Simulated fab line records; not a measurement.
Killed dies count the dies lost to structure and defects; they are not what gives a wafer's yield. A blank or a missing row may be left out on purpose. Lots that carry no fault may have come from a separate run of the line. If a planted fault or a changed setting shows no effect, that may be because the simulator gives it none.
Problem report in the 8D (eight disciplines) form, filled by code	flow sky130	the parts of the form that need people (team, actions taken, sign-off) are left out

1. THE ISSUE
PASSIVATION_CVD_02_THK at SKY_PASSIVATION_THK_MEAS_03 reads a mean of 582 nm on 1 wafer of 1 lot; wafers without a fault read 539 nm with a standard deviation of 6.3. Measured from the usual mean, that is +6.8 standard deviations.
First seen on wafer L797.6, day 47 10:17, on film_metro-04. Wafers with a number at this step in the record: 32, from 11 lots. Rule for "out", or "out of limits": more than 4 standard deviations from the usual mean. The rest of the wafers with a number are treated as sound.

2. WHAT THIS IS AND IS NOT
question	is	is not
which readings at this step	PASSIVATION_CVD_02_THK	-
which lots	L797	L784, L785, L787, L789, L790, L791, L798, L802, L805, L806
which wafers of those lots	L797.6	L797.3
read on which gauges	film_metro-04	film_metro-01, film_metro-02
when	from day 47 10:17	up to then (19 sound wafers); but 12 sound wafers of L798, L802, L805, L806 came after

3. WHAT RULES OUT EACH SUSPECT
Counting: a tool at a process step up to the reading stays a suspect if it ran every lot that is out. Sound lots after the first of them don't rule it out here, since some wafers of a struck lot are sound.
- the gauge at SKY_PASSIVATION_THK_MEAS_03: ruled out. All the wafers that are out were read on film_metro-04, but those of them that SKY_PAD_OPEN_ETCH_07 has rows for are out there too, on other tools.
- pvd_sputter-04 at SKY_METAL5_SPUTTER_03 (material Ti, target thk 5 nm, time 3.3 s): kept. It ran the lot that is out, L797 (day 46 13:59); its last sound lot up to then is L791 (day 44 18:49).
- pecvd-02 at SKY_PASSIVATION_CVD_00 (deposits SiO2, target thk 90 nm): kept. It ran the lot that is out, L797 (day 47 09:58); its last sound lot up to then is L790 (day 45 13:23).
- pecvd-03 at SKY_PASSIVATION_CVD_02 (deposits Si3N4, target thk 540 nm): kept. It ran the lot that is out, L797 (day 47 10:02); its last sound lot up to then is L791 (day 45 17:42).
- Within pecvd-03 at SKY_PASSIVATION_CVD_02, the wafers that are out were processed in chamber 2 and their sound lot-mates in chamber 0.
After the count, these remain: pvd_sputter-04 at SKY_METAL5_SPUTTER_03, pecvd-02 at SKY_PASSIVATION_CVD_00 and pecvd-03 at SKY_PASSIVATION_CVD_02.

4. THE CAUSE (what the simulator had put in)
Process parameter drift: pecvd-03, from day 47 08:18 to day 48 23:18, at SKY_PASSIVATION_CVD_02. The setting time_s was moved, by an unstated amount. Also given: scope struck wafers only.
3 suspects survive the count, and this tool is in that group.

5. THE CHAIN OF EFFECTS, in route order
One row per reading whose mean, taken over the struck wafers that have a number, lies over 3 standard deviations from the usual. Scope: only readings with a usual standard deviation given in the record; hours: median across lots of the time from each lot's start at the first step in this table that gives one to its start at this step; sigmas: change in usual standard deviations.
hours	step	reading	usual	on struck wafers	change	sigmas
0	SKY_PASSIVATION_THK_MEAS_03	PASSIVATION_CVD_02_THK	539 nm	582	+43	+6.8
38	SKY_PAD_OPEN_ETCH_07	oes_product_au	0.978 a.u.	1.007	+0.029	+4.3
Here are the process steps it includes:
- SKY_PAD_OPEN_ETCH_07: etches the open film in CF4/O2, stops on AlCu, target depth 725 nm, time 161.1 s.

6. HOW IT WOULD HAVE BEEN CAUGHT EARLIER
2 hours passed between the start of the fault at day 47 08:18 and the first reading out of limits at a measuring or inspecting step in this record, taken at day 47 10:17.
Of the tool readings at SKY_PASSIVATION_CVD_02 for which the record gives a usual standard deviation, none was out on any struck wafer, so an alarm limit of 4 standard deviations on them would not have fired.
All the lots that are out (1) had begun SKY_PASSIVATION_CVD_02 on pecvd-03 by day 47 10:17. Had the tool been put on hold then, not one of them would have been saved.
